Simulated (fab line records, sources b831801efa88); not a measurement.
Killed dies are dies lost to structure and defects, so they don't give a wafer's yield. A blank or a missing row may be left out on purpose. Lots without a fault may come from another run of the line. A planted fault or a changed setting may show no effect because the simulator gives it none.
fab line records | flow sky130
record lots=24 wafers=72 last_day=51
route steps=708 shown LOCAL_INTERCONNECT@398 CONTACT@411 METAL2@487 VIA3@594 CAP2M@615
lots that met no fault: from a run of the same line without faults
start_h: hours from the record's first day to the start of the lot's first wafer shown | wait_h: hours since the lot's step before | " the same as in the row above | L1.1+2: a row that stands for several wafers | - no value, or no start given | * or withheld: withheld | < > ~ a bound
route shown NAME@n: a module of which the file shows steps, and the number in the route of the first | usual: mean/standard deviation of fault-free wafers | same: alike in all rows | chamber/n: place in a boat | sites: the reading at each site | _std_site: their standard deviation | _edge_site: outer sites' mean less inner sites' | radius_mm: how far each site lies from the wafer's centre | mask NAME#n: copy n | behind: the tool/chamber that last shaped the wafer | hold: why the lot was held/for how many hours/how that ended | device: the transistor (n, p or np) that didn't switch | end of line: the same wafers' tests at the end of the route | a step without rows: its recipe alone | killed: dies lost to structure and defects at the first sort, not the wafer's yield | map: a wafer's dies, x killed, . not, _ none there
set.NAME: the setting as run; set.NAME@STEP: as run at that earlier step | model.NAME: the simulator's own value behind a step, which no gauge read
steps of the route over a sample of lots; a table a step, a row a wafer
services: from which hour (start_h, from the record's first day; less than 0 if before it) a tool's chamber was out of use, for how many hours, and why
## steps
# step SKY_LOCAL_INTERCONNECT_CD_MEAS_11
# recipe target_cd_nm=170
# usual cd_nm=169.7/1.3
# columns lot.wafer tool chamber start_h wait_h cd_nm
L074.2 cd_sem-02 - 697.15 - 169.7
L074.3 " - " " 171.7
L074.6 " - " " 170.9
L075.4 cd_sem-02 - 715.99 - 170.5
L075.5 " - " " 168.0
L075.6 " - " " 169.1
L076.1 cd_sem-02 - 718.73 - 170.6
L076.2 " - " " 169.9
L076.5 " - " " 171.1
L077.4 cd_sem-02 - 732.39 - 169.3
L077.5 " - " " 169.8
L077.6 " - " " 169.6
L078.3 cd_sem-01 - 763.47 - 169.3
L078.4 " - " " 169.5
L078.6 " - " " 170.5
L079.4 cd_sem-01 - 764.19 - 171.0
L079.5 " - " " 168.7
L079.6 " - " " 170.1
L080.1 cd_sem-02 - 764.48 - 169.4
L080.4 " - " " 169.2
L080.5 " - " " 169.6
L081.3 cd_sem-01 - 765.47 - 170.2
L081.5 " - " " 170.8
L081.6 " - " " 171.5
L082.3 cd_sem-02 - 771.37 - 170.2
L082.5 " - " " 170.6
L082.6 " - " " 169.5
L083.1 cd_sem-01 - 780.33 - 167.4
L083.3 " - " " 169.0
L083.5 " - " " 167.5
L084.1 cd_sem-02 - 792.67 - 171.0
L084.3 " - " " 169.4
L084.5 " - " " 171.5
L086.1 cd_sem-01 - 800.78 - 168.7
L086.3 " - " " 168.8
L086.6 " - " " 170.2
L085.1 cd_sem-02 - 804.68 - 169.6
L085.2 " - " " 167.5
L085.4 " - " " 165.9
L087.2 cd_sem-02 - 813.79 - 169.1
L087.4 " - " " 171.4
L087.6 " - " " 170.1
L088.2 cd_sem-02 - 814.44 - 169.2
L088.3 " - " " 168.7
L088.6 " - " " 169.4
L089.2 cd_sem-02 - 834.29 - 167.6
L089.5 " - " " 168.8
L089.6 " - " " 169.2
L090.2 cd_sem-02 - 841.74 - 170.8
L090.3 " - " " 170.5
L090.4 " - " " 169.9
L091.2 cd_sem-01 - 847.14 - 170.4
L091.3 " - " " 170.5
L091.5 " - " " 169.2
L092.2 cd_sem-02 - 852.90 - 170.8
L092.4 " - " " 168.7
L092.5 " - " " 170.0
L093.2 cd_sem-01 - 853.45 - 173.0
L093.3 " - " " 170.0
L093.6 " - " " 171.6
L094.1 cd_sem-02 - 860.68 - 168.4
L094.2 " - " " 170.8
L094.3 " - " " 169.7
L095.1 cd_sem-01 - 867.48 - 169.4
L095.5 " - " " 168.6
L095.6 " - " " 169.3
L097.1 cd_sem-01 - 894.98 - 171.9
L097.4 " - " " 173.5
L097.5 " - " " 172.6
L096.1 cd_sem-02 - 923.13 - 167.5
L096.2 " - " " 168.9
L096.6 " - " " 167.4
# step SKY_CONTACT_BOW_MEAS_05
# recipe mode=bow
# usual CONTACT_BOW=80/7.1
# columns lot.wafer tool chamber start_h wait_h CONTACT_BOW[um]
L074.2 film_metro-02 - 698.54 0.2 81
L074.3 " - " " 82
L074.6 " - " " 89
L075.4 film_metro-03 - 717.52 0.3 87
L075.5 " - " " 90
L075.6 " - " " 74
L076.1 film_metro-02 - 720.22 0.2 70
L076.2 " - " " 69
L076.5 " - " " 90
L077.4 film_metro-04 - 733.82 0.2 93
L077.5 " - " " 70
L077.6 " - " " 67
L078.3 film_metro-03 - 764.97 0.2 80
L078.4 " - " " 85
L078.6 " - " " 95
L079.4 film_metro-02 - 765.58 0.3 77
L079.5 " - " " 78
L079.6 " - " " 78
L080.1 film_metro-02 - 765.87 0.1 80
L080.4 " - " " 89
L080.5 " - " " 74
L081.3 film_metro-02 - 766.97 0.3 75
L081.5 " - " " 84
L081.6 " - " " 79
L082.3 film_metro-02 - 772.75 0.2 83
L082.5 " - " " 73
L082.6 " - " " 84
L083.1 film_metro-04 - 781.72 0.2 70
L083.3 " - " " 78
L083.5 " - " " 86
L084.1 film_metro-04 - 794.23 0.2 86
L084.3 " - " " 85
L084.5 " - " " 83
L086.1 film_metro-03 - 802.29 0.1 80
L086.3 " - " " 88
L086.6 " - " " 83
L085.1 film_metro-02 - 806.47 0.2 67
L085.2 " - " " 77
L085.4 " - " " 74
L087.2 film_metro-04 - 815.17 0.1 84
L087.4 " - " " 88
L087.6 " - " " 77
L088.2 film_metro-03 - 815.86 0.2 73
L088.3 " - " " 89
L088.6 " - " " 86
L089.2 film_metro-03 - 835.67 0.3 78
L089.5 " - " " 75
L089.6 " - " " 88
L090.2 film_metro-02 - 843.12 0.2 86
L090.3 " - " " 77
L090.4 " - " " 84
L091.2 film_metro-03 - 848.52 0.2 75
L091.3 " - " " 74
L091.5 " - " " 70
L092.2 film_metro-02 - 854.29 0.2 76
L092.4 " - " " 84
L092.5 " - " " 67
L093.2 film_metro-02 - 854.84 0.1 72
L093.3 " - " " 74
L093.6 " - " " 80
L094.1 film_metro-03 - 862.19 0.2 65
L094.2 " - " " 82
L094.3 " - " " 84
L095.1 film_metro-04 - 868.90 0.1 85
L095.5 " - " " 76
L095.6 " - " " 78
L097.1 film_metro-02 - 896.38 0.2 75
L097.4 " - " " 78
L097.5 " - " " 97
L096.1 film_metro-02 - 924.51 0.1 66
L096.2 " - " " 82
L096.6 " - " " 80
# step SKY_CONTACT_CD_MEAS_14
# recipe target_cd_nm=170
# usual cd_nm=170.5/1.7
# columns lot.wafer tool chamber start_h wait_h cd_nm
L074.2 cd_sem-01 - 726.80 - 170.3
L074.3 " - " " 168.9
L074.6 " - " " 169.1
L075.4 cd_sem-01 - 745.14 - 169.5
L075.5 " - " " 169.5
L075.6 " - " " 170.2
L076.1 cd_sem-01 - 748.13 - 165.9
L076.2 " - " " 165.0
L076.5 " - " " 166.7
L077.4 cd_sem-01 - 761.57 - 168.7
L077.5 " - " " 169.3
L077.6 " - " " 170.5
L078.3 cd_sem-02 - 791.11 - 167.3
L078.4 " - " " 170.2
L078.6 " - " " 168.4
L079.4 cd_sem-02 - 792.38 - 169.3
L079.5 " - " " 168.3
L079.6 " - " " 170.1
L080.1 cd_sem-01 - 792.66 - 168.1
L080.4 " - " " 169.9
L080.5 " - " " 170.9
L081.3 cd_sem-01 - 794.02 - 169.7
L081.5 " - " " 170.6
L081.6 " - " " 169.1
L082.3 cd_sem-02 - 799.76 - 170.2
L082.5 " - " " 169.8
L082.6 " - " " 170.9
L083.1 cd_sem-01 - 808.48 - 171.2
L083.3 " - " " 172.2
L083.5 " - " " 172.6
L084.1 cd_sem-01 - 821.02 - 170.8
L084.3 " - " " 172.0
L084.5 " - " " 171.2
L086.1 cd_sem-02 - 829.43 - 170.1
L086.3 " - " " 171.6
L086.6 " - " " 171.0
L085.1 cd_sem-02 - 832.80 - 171.1
L085.2 " - " " 170.2
L085.4 " - " " 169.8
L087.2 cd_sem-01 - 841.18 - 170.9
L087.4 " - " " 170.9
L087.6 " - " " 169.3
L088.2 cd_sem-02 - 842.09 - 169.6
L088.3 " - " " 169.5
L088.6 " - " " 167.8
L089.2 cd_sem-01 - 861.38 - 169.5
L089.5 " - " " 168.7
L089.6 " - " " 170.0
L090.2 cd_sem-01 - 868.94 - 170.0
L090.3 " - " " 170.4
L090.4 " - " " 170.9
L091.2 cd_sem-02 - 874.19 - 172.1
L091.3 " - " " 173.2
L091.5 " - " " 172.7
L092.2 cd_sem-01 - 879.00 - 170.0
L092.4 " - " " 171.5
L092.5 " - " " 170.7
L093.2 cd_sem-01 - 880.49 - 172.2
L093.3 " - " " 170.8
L093.6 " - " " 172.3
L094.1 cd_sem-01 - 888.61 - 172.1
L094.2 " - " " 171.9
L094.3 " - " " 172.9
L095.1 cd_sem-02 - 895.23 - 173.2
L095.5 " - " " 172.7
L095.6 " - " " 173.6
L097.1 cd_sem-01 - 921.71 - 172.5
L097.4 " - " " 171.6
L097.5 " - " " 172.9
L096.1 cd_sem-01 - 949.47 - 172.1
L096.2 " - " " 172.9
L096.6 " - " " 172.1
# step SKY_METAL2_SPUTTER_04
# recipe material=TiN target_thk_nm=70 power_w=6500 time_s=58.3 chamber_pressure_pa=0.4
# usual throttle_valve_pct=30.4/1.2
# columns lot.wafer tool chamber start_h wait_h throttle_valve_pct
L074.2 pvd_sputter-04 - 785.74 0.0 29.5
L074.3 " - " " 29.0
L074.6 " - " " 29.3
L075.4 pvd_sputter-04 - 804.11 0.0 30.6
L075.5 " - " " 31.0
L075.6 " - " " 29.3
L076.1 pvd_sputter-02 - 804.76 0.0 32.0
L076.2 " - " " 30.2
L076.5 " - " " 31.2
L077.4 pvd_sputter-03 - 818.91 0.0 32.8
L077.5 " - " " 30.9
L077.6 " - " " 29.7
L078.3 pvd_sputter-02 - 848.62 0.0 30.4
L078.4 " - " " 31.6
L078.6 " - " " 30.4
L079.4 pvd_sputter-04 - 848.89 0.0 29.6
L079.5 " - " " 31.1
L079.6 " - " " 30.7
L080.1 pvd_sputter-03 - 849.57 0.0 32.7
L080.4 " - " " 31.2
L080.5 " - " " 29.4
L081.3 pvd_sputter-02 - 851.50 0.0 28.0
L081.5 " - " " 30.1
L081.6 " - " " 28.2
L082.3 pvd_sputter-04 - 856.34 0.0 29.7
L082.5 " - " " 30.9
L082.6 " - " " 29.6
L083.1 pvd_sputter-02 - 864.97 0.0 31.6
L083.3 " - " " 28.2
L083.5 " - " " 32.0
L084.1 pvd_sputter-02 - 877.31 0.0 31.1
L084.3 " - " " 30.1
L084.5 " - " " 31.3
L086.1 pvd_sputter-03 - 886.42 0.0 29.4
L086.3 " - " " 31.1
L086.6 " - " " 30.9
L085.1 pvd_sputter-04 - 889.35 0.0 30.8
L085.2 " - " " 31.1
L085.4 " - " " 29.2
L087.2 pvd_sputter-04 - 897.97 0.0 29.4
L087.4 " - " " 30.9
L087.6 " - " " 29.4
L088.2 pvd_sputter-04 - 899.55 0.0 30.8
L088.3 " - " " 29.4
L088.6 " - " " 30.8
L089.2 pvd_sputter-02 - 917.85 0.0 31.2
L089.5 " - " " 28.2
L089.6 " - " " 31.7
L090.2 pvd_sputter-02 - 925.49 0.0 27.9
L090.3 " - " " 31.4
L090.4 " - " " 30.2
L091.2 pvd_sputter-02 - 929.39 0.0 27.9
L091.3 " - " " 31.2
L091.5 " - " " 31.9
L092.2 pvd_sputter-03 - 933.45 0.0 33.3
L092.4 " - " " 30.6
L092.5 " - " " 29.7
L093.2 pvd_sputter-04 - 935.81 0.0 29.6
L093.3 " - " " 30.5
L093.6 " - " " 29.2
L094.1 pvd_sputter-04 - 944.25 0.0 31.0
L094.2 " - " " 29.4
L094.3 " - " " 29.4
L095.1 pvd_sputter-03 - 950.50 0.0 31.4
L095.5 " - " " 32.8
L095.6 " - " " 31.4
L097.1 pvd_sputter-04 - 975.25 0.0 30.8
L097.4 " - " " 29.7
L097.5 " - " " 30.8
L096.1 pvd_sputter-04 - 1001.62 0.0 30.8
L096.2 " - " " 29.7
L096.6 " - " " 29.4
# step SKY_VIA3_CVD_21
# recipe material=W target_thk_nm=390 time_s=117.31 temp_c=400 pressure_torr=40
# usual heater_power_w=835/67
# columns lot.wafer tool chamber start_h wait_h heater_power_w
L074.2 cvd_w-02 0 920.94 0.0 874
L074.3 " 0 " " 894
L074.6 " 1 " " 863
L075.4 cvd_w-02 0 939.29 0.1 860
L075.5 " 0 " " 882
L075.6 " 1 " " 875
L076.1 cvd_w-01 0 940.24 0.0 742
L076.2 " 1 " " 891
L076.5 " 0 " " 763
L077.4 cvd_w-01 1 953.91 0.1 896
L077.5 " 1 " " 901
L077.6 " 0 " " 758
L078.3 cvd_w-01 1 979.11 0.1 903
L078.4 " 0 " " 749
L078.6 " 0 " " 736
L079.4 cvd_w-02 1 981.62 0.0 855
L079.5 " 0 " " 902
L079.6 " 1 " " 873
L080.1 cvd_w-02 0 982.33 0.0 866
L080.4 " 1 " " 842
L080.5 " 0 " " 884
L081.3 cvd_w-01 1 983.60 0.1 896
L081.5 " 1 " " 880
L081.6 " 0 " " 745
L082.3 cvd_w-02 0 987.39 0.1 886
L082.5 " 0 " " 894
L082.6 " 1 " " 869
L083.1 cvd_w-01 0 994.93 0.0 740
L083.3 " 0 " " 733
L083.5 " 0 " " 742
L084.1 cvd_w-02 1 1008.33 0.0 844
L084.3 " 1 " " 876
L084.5 " 0 " " 860
L086.1 cvd_w-01 0 1015.05 0.0 754
L086.3 " 0 " " 755
L086.6 " 0 " " 739
L085.1 cvd_w-02 1 1015.73 0.0 869
L085.2 " 0 " " 890
L085.4 " 0 " " 863
L087.2 cvd_w-01 0 1025.33 0.0 746
L087.4 " 0 " " 753
L087.6 " 1 " " 918
L088.2 cvd_w-01 0 1026.80 0.0 762
L088.3 " 0 " " 729
L088.6 " 0 " " 748
L089.2 cvd_w-02 0 1044.22 0.0 902
L089.5 " 0 " " 898
L089.6 " 1 " " 880
L090.2 cvd_w-01 1 1050.70 0.0 898
L090.3 " 1 " " 908
L090.4 " 0 " " 751
L091.2 cvd_w-01 1 1054.75 0.0 873
L091.3 " 0 " " 736
L091.5 " 0 " " 748
L092.2 cvd_w-01 1 1058.38 0.0 884
L092.4 " 0 " " 745
L092.5 " 0 " " 725
L093.2 cvd_w-01 1 1059.44 0.0 881
L093.3 " 1 " " 875
L093.6 " 1 " " 890
L094.1 cvd_w-01 1 1065.07 0.0 856
L094.2 " 0 " " 753
L094.3 " 1 " " 866
L095.1 cvd_w-01 1 1071.63 0.0 905
L095.5 " 0 " " 752
L095.6 " 1 " " 888
L097.1 cvd_w-01 0 1091.89 0.0 749
L097.4 " 0 " " 719
L097.5 " 1 " " 922
L096.1 cvd_w-01 0 1117.54 0.0 748
L096.2 " 1 " " 885
L096.6 " 0 " " 725
# step SKY_CAP2M_OVL_MEAS_12
# usual CAP2M_OVL=1.0/1.4
# columns lot.wafer tool chamber start_h wait_h CAP2M_OVL[nm]
L074.2 overlay-01 - 946.27 0.1 2.7
L074.3 " - " " 0.7
L074.6 " - " " 0.7
L075.4 overlay-02 - 963.98 0.1 0.4
L075.5 " - " " 1.9
L075.6 " - " " 1.9
L076.1 overlay-02 - 964.53 0.1 1.5
L076.2 " - " " 1.6
L076.5 " - " " 0.0
L077.4 overlay-02 - 979.23 0.1 0.4
L077.5 " - " " 0.6
L077.6 " - " " -1.2
L078.3 overlay-02 - 1003.08 0.1 3.1
L078.4 " - " " 5.3
L078.6 " - " " 3.2
L079.4 overlay-01 - 1005.78 0.1 -1.2
L079.5 " - " " 0.7
L079.6 " - " " -0.1
L080.1 overlay-01 - 1006.36 0.1 3.4
L080.4 " - " " 3.2
L080.5 " - " " 3.4
L081.3 overlay-01 - 1007.84 0.1 1.0
L081.5 " - " " 1.3
L081.6 " - " " 2.1
L082.3 overlay-02 - 1011.28 0.1 -0.9
L082.5 " - " " -0.7
L082.6 " - " " -0.8
L083.1 overlay-02 - 1018.92 0.1 0.9
L083.3 " - " " 0.1
L083.5 " - " " 1.6
L084.1 overlay-02 - 1031.83 0.1 1.9
L084.3 " - " " 0.7
L084.5 " - " " 1.6
L086.1 overlay-01 - 1038.63 0.1 -0.9
L086.3 " - " " 0.9
L086.6 " - " " -0.4
L085.1 overlay-02 - 1039.42 0.1 2.4
L085.2 " - " " 1.9
L085.4 " - " " 2.2
L087.2 overlay-02 - 1048.57 0.1 1.1
L087.4 " - " " 0.2
L087.6 " - " " 1.2
L088.2 overlay-02 - 1050.22 0.1 1.1
L088.3 " - " " 0.9
L088.6 " - " " 2.1
L089.2 overlay-01 - 1066.87 0.1 0.5
L089.5 " - " " 1.5
L089.6 " - " " 0.3
L090.2 overlay-01 - 1072.57 0.1 0.6
L090.3 " - " " 0.9
L090.4 " - " " -1.9
L091.2 overlay-01 - 1076.82 0.1 -0.6
L091.3 " - " " -0.5
L091.5 " - " " 0.4
L092.2 overlay-01 - 1079.57 0.1 1.8
L092.4 " - " " -0.3
L092.5 " - " " 1.0
L093.2 overlay-02 - 1080.62 0.1 0.2
L093.3 " - " " 0.4
L093.6 " - " " 0.6
L094.1 overlay-01 - 1086.21 0.1 1.5
L094.2 " - " " -0.5
L094.3 " - " " 0.2
L095.1 overlay-02 - 1092.81 0.1 0.1
L095.5 " - " " -0.3
L095.6 " - " " 0.2
L097.1 overlay-02 - 1115.97 0.1 3.8
L097.4 " - " " 3.6
L097.5 " - " " 3.1
L096.1 overlay-02 - 1137.22 0.1 0.5
L096.2 " - " " -0.5
L096.6 " - " " 3.4
## services
# columns tool chamber start_h hours kind
cvd_w-02 1 775.87 3.8 repair
pvd_sputter-03 - 780.42 9.9 repair
cvd_w-02 - 830.86 1.9 repair
cvd_w-01 - 844.42 0.9 repair
cvd_w-02 - 849.60 6.0 pm
pvd_sputter-04 - 861.83 0.6 repair
pvd_sputter-04 - 890.03 5.5 repair
cvd_w-02 - 904.11 14.0 pm
pvd_sputter-04 - 916.67 18.9 repair
pvd_sputter-03 - 917.11 9.1 repair
cvd_w-02 - 921.73 1.2 repair
pvd_sputter-04 2 975.30 - consumable_replace:kit
pvd_sputter-04 2 975.30 18.0 scheduled_down
pvd_sputter-04 2 975.30 18.0 vent_cycle
pvd_sputter-04 - 977.28 4.2 repair
pvd_sputter-04 - 983.30 3.3 repair
cvd_w-01 - 995.15 5.5 repair
cvd_w-01 - 1008.58 2.8 pm
pvd_sputter-02 - 1055.21 8.0 repair
cvd_w-02 - 1056.23 28.1 pm
cvd_w-01 - 1084.86 6.9 pm
pvd_sputter-04 - 1085.88 4.8 repair
cvd_w-01 1 1093.99 13.8 repair
pvd_sputter-03 - 1101.11 1.1 repair
## key
fault none
